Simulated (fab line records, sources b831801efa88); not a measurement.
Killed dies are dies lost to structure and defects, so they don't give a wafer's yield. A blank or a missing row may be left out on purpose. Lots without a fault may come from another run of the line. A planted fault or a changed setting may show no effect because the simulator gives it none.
Chamber matching | flow sky130 | SKY_LI_CONTACT_CMP_24 on cmp-02: 4 sister chambers
The step polishes, stops on PSG, t overpolish 20 s, target thk 0 nm. 4 wafers are shown with their chamber, then 7 later ones without.

WAFERS WITH THEIR CHAMBER
wafer  | chamber | motor_current_A (A)
L554.6 | 3       | 10.6
L555.1 | 0       | 10.3
L556.3 | 1       | 10.9
L556.5 | 2       | 11.0

WAFERS WITHOUT THEIR CHAMBER
wafer  | motor_current_A (A)
L556.6 | 11.5
L561.2 | 11.6
L561.4 | 10.5
L561.5 | 10.9
L562.1 | 9.9
L562.2 | 10.9
L562.4 | 10.5

WHICH CHAMBER EACH WENT THROUGH
wafer  | from the rows above               | in truth
L556.6 | can't be placed: 2 or 1 or 3      | 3
L561.2 | can't be placed: 2 or 1 or 3      | 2
L561.4 | can't be placed: 3 or 0 or 1 or 2 | 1
L561.5 | can't be placed: 1 or 2 or 3 or 0 | 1
L562.1 | can't be placed: 0 or 3 or 1      | 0
L562.2 | can't be placed: 1 or 2 or 3 or 0 | 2
L562.4 | can't be placed: 3 or 0 or 1 or 2 | 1
Placed correctly: 0 of 7. Can't be placed from these rows: 7 (the true chamber is among the candidates in 7). Placed wrongly: 0.
How it was worked out, from the rows above alone: a wafer's distance from a chamber is the root of the sum, over the readings, of the square of ((its reading less the chamber's mean) divided by the reading's scatter). The wafer belongs to the nearest chamber; if the next one is less than 2 further off, it can't be placed. A chamber's mean is the mean of its shown wafers. The scatter: with one shown wafer a chamber, the root of the mean of the squares of how far each hidden wafer lies from its nearest shown one.
